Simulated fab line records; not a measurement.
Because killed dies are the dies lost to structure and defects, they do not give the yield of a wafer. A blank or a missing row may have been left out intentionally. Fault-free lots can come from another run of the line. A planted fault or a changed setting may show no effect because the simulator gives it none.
Matching of chambers | flow sky130 | 4 sister chambers for SKY_FIELD_ISO_ETCH_14 on rie_diel-01
The step etches BARC in N2/H2, stops on SiO2, time 45.9 s, target depth 60 nm. 16 wafers are shown with their chamber, then 8 later ones without.

## WAFERS PAIRED WITH THEIR CHAMBERS
wafer  | chamber | bias_w (W) | throttle_valve_pct (%) | oes_product_au (a.u.)
L546.4 | 0       | 100.1      | 13.234                 | 0.853
L546.5 | 2       | 100.5      | 13.224                 | 0.852
L546.6 | 1       | 100.2      | 13.214                 | 0.847
L552.3 | 2       | 99.5       | 13.230                 | 0.849
L552.5 | 1       | 100.6      | 13.229                 | 0.866
L552.6 | 2       | 100.1      | 13.215                 | 0.858
L555.1 | 3       | 99.7       | 13.221                 | 0.844
L555.3 | 2       | 100.1      | 13.223                 | 0.853
L555.5 | 2       | 100.1      | 13.228                 | 0.850
L557.1 | 3       | 100.3      | 13.218                 | 0.852
L557.3 | 1       | 100.6      | 13.234                 | 0.853
L557.6 | 3       | 100.1      | 13.205                 | 0.856
L558.2 | 3       | 99.8       | 13.222                 | 0.851
L558.4 | 0       | 99.6       | 13.227                 | 0.852
L558.6 | 3       | 100.2      | 13.248                 | 0.855
L559.2 | 2       | 100.3      | 13.201                 | 0.858

SIGNATURES, as means of the wafers listed above
reading            | chamber 0 | chamber 1 | chamber 2 | chamber 3 | scatter within a chamber
bias_w             | 99.850    | 100.467   | 100.100   | 100.020   | 0.297
throttle_valve_pct | 13.23050  | 13.22567  | 13.22017  | 13.22280  | 0.0122
oes_product_au     | 0.85250   | 0.85533   | 0.85333   | 0.85160   | 0.00543
Rule: distance of a wafer from a chamber = root of the sum over the readings of ((wafer's reading minus chamber's mean) / reading's scatter) squared. If the next closest chamber is less than 2 further off than the closest, the wafer can't be placed; otherwise it belongs to the closest. The scatter is the square root of a quotient: the sum, over the shown wafers, of each reading's squared deviation from its chamber's mean, divided by wafers minus chambers.

## WAFERS MISSING THEIR CHAMBER
wafer  | bias_w (W) | throttle_valve_pct (%) | oes_product_au (a.u.)
L559.3 | 99.4       | 13.206                 | 0.853
L559.6 | 100.3      | 13.233                 | 0.854
L560.2 | 99.7       | 13.214                 | 0.859
L560.5 | 99.5       | 13.242                 | 0.851
L560.6 | 100.0      | 13.206                 | 0.855
L568.1 | 100.2      | 13.231                 | 0.863
L568.4 | 100.2      | 13.225                 | 0.849
L568.5 | 100.1      | 13.240                 | 0.852

## THE CHAMBER EACH PASSED THROUGH
wafer  | from the rows above               | in truth
L559.3 | can't be placed: 3 or 0 or 2 or 1 | 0
L559.6 | can't be placed: 1 or 2 or 3 or 0 | 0
L560.2 | can't be placed: 2 or 0 or 3 or 1 | 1
L560.5 | can't be placed: 0 or 3 or 2      | 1
L560.6 | can't be placed: 2 or 3 or 0 or 1 | 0
L568.1 | can't be placed: 1 or 2 or 0 or 3 | 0
L568.4 | can't be placed: 3 or 2 or 0 or 1 | 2
L568.5 | can't be placed: 0 or 3 or 2 or 1 | 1
0 of 8 placed correctly. Not placeable from these rows: 8 (in 7, the candidates include the true chamber). Wrongly placed: 0.
